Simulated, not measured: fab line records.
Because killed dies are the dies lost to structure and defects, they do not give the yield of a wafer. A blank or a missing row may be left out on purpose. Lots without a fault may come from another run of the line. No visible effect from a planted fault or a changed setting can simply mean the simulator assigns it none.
The tool behind it: which one? -- flow sky130 -- 72 wafers from 24 lots sampled at 4 of the route's 708 steps

## WHAT EACH GAUGE READ, for each wafer
SKY_VIA3_OVL_MEAS_13.
lot,measured,on,VIA3_OVL (nm)
L074,day 39 23:43,overlay-01,-7 3 -9
L075,day 40 04:50,overlay-02,3 0 6
L076,day 40 09:50,overlay-02,-1 1 5
L077,day 40 22:47,overlay-01,7 9 3
L078,day 41 01:26,overlay-01,2 1 6
L079,day 41 08:41,overlay-02,-3 -3 10
L080,day 41 19:46,overlay-02,-5 7 4
L081,day 42 03:06,overlay-02,4 -8 1
L082,day 42 04:58,overlay-01,-1 -6 4
L083,day 42 08:40,overlay-01,7 7 12
L084,day 43 00:53,overlay-02,-9 5 3
L085,day 43 02:32,overlay-02,-13 2 3
L086,day 43 10:32,overlay-01,5 1 1
L087,day 43 20:02,overlay-02,2 -5 11
L088,day 44 00:44,overlay-02,7 -2 1
L089,day 44 05:08,overlay-01,7 16 3
L090,day 44 11:50,overlay-01,-6 -4 0
L091,day 44 18:14,overlay-02,-5 -6 6
L092,day 45 01:01,overlay-02,7 -2 -4
L093,day 45 07:51,overlay-02,-5 -15 -9
L094,day 45 08:35,overlay-02,7 5 1
L095,day 45 15:06,overlay-01,7 -5 7
L096,day 45 21:02,overlay-02,4 1 -4
L097,day 46 05:59,overlay-01,2 1 2

SKY_VIA3_THK_MEAS_23: measures by xrf.
lot,measured,on,VIA3_W_THK (nm)
L074,day 40 01:16,film_metro-01,373 371 378
L075,day 40 05:57,film_metro-04,373 378 373
L076,day 40 11:18,film_metro-04,383 383 389
L077,day 40 23:50,film_metro-01,372 368 373
L078,day 41 02:29,film_metro-03,367 375 369
L079,day 41 09:46,film_metro-01,368 368 372
L080,day 41 20:51,film_metro-03,374 371 377
L081,day 42 04:09,film_metro-01,373 381 384
L082,day 42 06:01,film_metro-04,390 388 386
L083,day 42 09:42,film_metro-04,389 386 385
L084,day 43 01:57,film_metro-04,380 385 386
L085,day 43 03:37,film_metro-03,389 388 385
L086,day 43 11:42,film_metro-03,381 380 378
L087,day 43 21:10,film_metro-04,382 389 382
L088,day 44 01:49,film_metro-04,376 377 371
L089,day 44 06:11,film_metro-03,374 375 373
L090,day 44 12:55,film_metro-04,388 385 381
L091,day 44 19:17,film_metro-04,381 381 380
L092,day 45 02:04,film_metro-03,372 374 376
L093,day 45 09:04,film_metro-04,378 383 376
L094,day 45 09:48,film_metro-03,378 379 371
L095,day 45 16:09,film_metro-04,381 379 380
L096,day 45 22:04,film_metro-04,382 377 378
L097,day 46 07:07,film_metro-04,383 379 382

SKY_CAP2M_OVL_MEAS_12.
lot,measured,on,CAP2M_OVL (nm)
L074,day 41 02:43,overlay-02,4.8 3.1 2.9
L075,day 41 07:01,overlay-02,-2.8 0.1 -1.7
L076,day 41 11:41,overlay-02,-0.7 -1.0 -0.3
L077,day 42 00:43,overlay-02,-1.7 -1.9 -0.4
L078,day 42 03:16,overlay-01,2.4 1.0 -0.2
L079,day 42 10:10,overlay-02,0.3 2.0 0.4
L080,day 42 20:52,overlay-01,2.4 3.0 1.6
L081,day 43 03:49,overlay-02,1.3 0.1 2.4
L082,day 43 06:18,overlay-02,1.4 0.4 0.7
L083,day 43 09:28,overlay-01,0.0 0.3 2.5
L084,day 44 01:27,overlay-01,1.4 -0.1 -0.2
L085,day 44 03:05,overlay-01,0.1 -1.7 0.8
L086,day 44 10:46,overlay-02,2.8 0.2 -2.1
L087,day 44 19:22,overlay-02,1.5 2.0 1.9
L088,day 45 00:07,overlay-01,1.1 0.7 -2.3
L089,day 45 04:53,overlay-02,-0.1 1.9 1.0
L090,day 45 11:31,overlay-01,2.4 4.1 2.1
L091,day 45 18:01,overlay-02,1.0 0.6 1.3
L092,day 46 00:31,overlay-01,2.2 -0.5 2.8
L093,day 46 07:16,overlay-01,2.4 -0.4 1.4
L094,day 46 07:33,overlay-02,1.2 2.0 0.8
L095,day 46 13:44,overlay-01,2.5 0.4 0.4
L096,day 46 19:34,overlay-02,0.7 -0.6 -3.8
L097,day 47 04:15,overlay-01,1.5 1.7 2.6

## WHAT TOOL EACH LOT RAN ON (gives the tool, then ch and the chambers of the sampled wafers, and finally the start)
lot,SKY_METAL3_ETCH_16
L074,"rie_metal-01 ch 0,1, day 38 21:14"
L075,"rie_metal-02 ch 0,1, day 39 01:53"
L076,"rie_metal-02 ch 0,1, day 39 07:29"
L077,"rie_metal-02 ch 0,1, day 39 21:08"
L078,"rie_metal-03 ch 0,1, day 39 23:26"
L079,"rie_metal-01 ch 0,1, day 40 07:05"
L080,"rie_metal-01 ch 0,1, day 40 18:14"
L081,"rie_metal-03 ch 0,1, day 41 01:11"
L082,"rie_metal-03 ch 0,1, day 41 03:26"
L083,"rie_metal-02 ch 0,1, day 41 06:59"
L084,"rie_metal-02 ch 0,1, day 41 23:38"
L085,"rie_metal-01 ch 0,1, day 42 02:15"
L086,"rie_metal-02 ch 0,1, day 42 09:50"
L087,"rie_metal-01 ch 0,1, day 42 19:05"
L088,"rie_metal-02 ch 0,1, day 43 00:09"
L089,"rie_metal-01 ch 0,1, day 43 05:11"
L090,"rie_metal-03 ch 0, day 43 12:26"
L091,"rie_metal-01 ch 0,1, day 43 18:41"
L092,"rie_metal-03 ch 0,1, day 44 01:20"
L093,"rie_metal-03 ch 0,1, day 44 08:08"
L094,"rie_metal-02 ch 0,1, day 44 08:27"
L095,"rie_metal-02 ch 0,1, day 44 15:32"
L096,"rie_metal-03 ch 0,1, day 44 21:17"
L097,"rie_metal-01 ch 0,1, day 45 06:02"
- SKY_METAL3_ETCH_16: etches BARC in N2/H2, stops on SiO2, time 88.2 s, target depth 60 nm.

## AS READ BY THE TOOLS THEMSELVES (means over the sampled wafers that have a number; for cases with no such wafer, the mark the record gives instead)
SKY_METAL3_ETCH_16.
lot,tool,chamber_pressure_mTorr (mTorr),drypump_motor_current_A (A),oes_product_au (a.u.),throttle_valve_pct (%)
L074,rie_metal-01,30.00,5.75,0.620,13.198
L075,rie_metal-02,30.00,5.76,0.625,13.209
L076,rie_metal-02,30.00,5.75,0.625,13.207
L077,rie_metal-02,30.00,5.74,0.623,13.212
L078,rie_metal-03,29.99,5.50,0.623,13.199
L079,rie_metal-01,29.98,5.60,0.628,13.197
L080,rie_metal-01,30.00,5.76,0.624,13.201
L081,rie_metal-03,30.01,5.64,0.624,13.205
L082,rie_metal-03,29.99,5.50,0.623,13.211
L083,rie_metal-02,30.03,5.89,0.626,13.210
L084,rie_metal-02,30.06,5.74,0.628,13.201
L085,rie_metal-01,30.00,5.80,0.624,13.196
L086,rie_metal-02,30.00,5.88,0.623,13.211
L087,rie_metal-01,30.01,5.78,0.624,13.201
L088,rie_metal-02,30.00,5.75,0.627,13.205
L089,rie_metal-01,30.00,5.61,0.624,13.193
L090,rie_metal-03,29.98,5.36,0.626,13.205
L091,rie_metal-01,30.02,5.76,0.620,13.200
L092,rie_metal-03,29.99,5.50,0.627,13.208
L093,rie_metal-03,29.98,5.53,0.626,13.207
L094,rie_metal-02,30.02,5.89,0.626,13.202
L095,rie_metal-02,29.99,5.73,0.624,13.203
L096,rie_metal-03,29.98,5.52,0.630,13.211
L097,rie_metal-01,30.02,5.75,0.626,13.207

## THE ANSWER, worked out from the rows above alone
Rule: the usual values come from the lots themselves. The widest of any qualifying gaps counts: lots, ordered by their means at a reading, are off when they make up no more than a third of the lots, leave a main group of 4 or more, and stand apart from it by 3 or more times the standard deviation of that group's means. If all means in a main group match to the digits the tables above print for the reading, that group is not used. A lot without any number at a reading at which 4 lots or more have one is off too. The other lots that the step has rows for count as sound. After the gauges, taken in route order, come the tools' own readings; for these a lot's mean is taken, as printed above. At the first step where some lot is off, the reading lying furthest off is the one used; lots without a number count as furthest.
None of the lots is off at any reading shown; this tells nothing.

## WHAT THE SIMULATOR PUT IN
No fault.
